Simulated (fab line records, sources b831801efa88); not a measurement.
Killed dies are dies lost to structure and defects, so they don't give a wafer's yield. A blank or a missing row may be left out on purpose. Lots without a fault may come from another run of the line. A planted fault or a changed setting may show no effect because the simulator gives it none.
One fault seen from 2 desks | flow sfq_line | each desk has only its own numbers; what lay behind them comes last

THE METROLOGY DESK
What the gauges read, lot by lot, whatever tool the lot ran on: means of the sampled wafers that have a number. A lot is out of limits, marked OUT, if its mean lies more than 4 standard deviations from the usual mean; the brackets give that distance.
Columns: A = M7_NB_RS at SFQ_M7_RS_MEAS_943, usual 0.888 ohm/sq
lot  | first seen here | A
L320 | day 70 23:37    | 0.903
L321 | day 71 01:55    | 0.887
L322 | day 71 06:44    | 0.893
L328 | day 73 20:09    | 0.901
L329 | day 74 00:58    | 0.890
L330 | day 74 11:02    | 0.892
L331 | day 74 16:50    | 0.849 (-4.0) OUT
L332 | day 75 01:12    | 0.879
L333 | day 75 03:36    | 0.854
L337 | day 76 03:08    | 0.882
L340 | day 76 19:20    | 0.898
L341 | day 76 21:44    | 0.885
L342 | day 78 03:38    | 0.882
L343 | day 78 08:23    | 0.878
This desk's finding: out of limits on L331; first on L331, day 74 16:50 (M7_NB_RS at SFQ_M7_RS_MEAS_943). In limits: L320, L321, L322, L328, L329, L330, L332, L333, L337, L340, L341, L342, L343.

THE TOOL OWNER'S DESK: pvd_sputter-04
The tool's own readings at SFQ_TRILAYER_M7_DEP_SPUTTER_175 (material Nb, target thk 200 nm, time 133.3 s): means of the sampled wafers that have a number, for each lot that ran on this tool. A lot is out of limits, marked OUT, if its mean lies more than 4 standard deviations from the usual mean; the brackets give that distance.
Columns: A = cathode_dc_power_W at SFQ_TRILAYER_M7_DEP_SPUTTER_175, usual 2000.0 W; B = throttle_valve_pct at SFQ_TRILAYER_M7_DEP_SPUTTER_175, usual 30.5 %
lot  | first seen here | A                        | B
L321 | day 71 01:49    | 2000.1                   | 30.1
L329 | day 74 00:52    | 2000.1                   | 30.0
L331 | day 74 16:43    | 2095.2 (+99 or more) OUT | 30.1
L333 | day 75 03:31    | 2094.8 (+99 or more) OUT | 30.3
L343 | day 78 08:17    | 1999.9                   | 31.4
This desk's finding: out of limits on L331, L333; first on L331, day 74 16:43 (cathode_dc_power_W at SFQ_TRILAYER_M7_DEP_SPUTTER_175). In limits: L321, L329, L343.

PUT TOGETHER
The tool owner's desk could have raised an alarm at day 74 16:43, on L331, L333.
The metrology desk could have raised an alarm at day 74 16:50, on L331.
The metrology desk has L333 on record, within its limits.
Of the lots named, all ran SFQ_TRILAYER_M7_DEP_SPUTTER_175 on pvd_sputter-04.

WHAT THE SIMULATOR HAD PUT IN
Process parameter drift: pvd_sputter-04, from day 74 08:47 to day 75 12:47, at SFQ_TRILAYER_M7_DEP_SPUTTER_175. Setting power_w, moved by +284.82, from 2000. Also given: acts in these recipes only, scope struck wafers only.
Lots struck among those shown: L331, L333.
Hours from the fault's start to each desk's first reading out of limits: the tool owner's desk, 8; the metrology desk, 8.
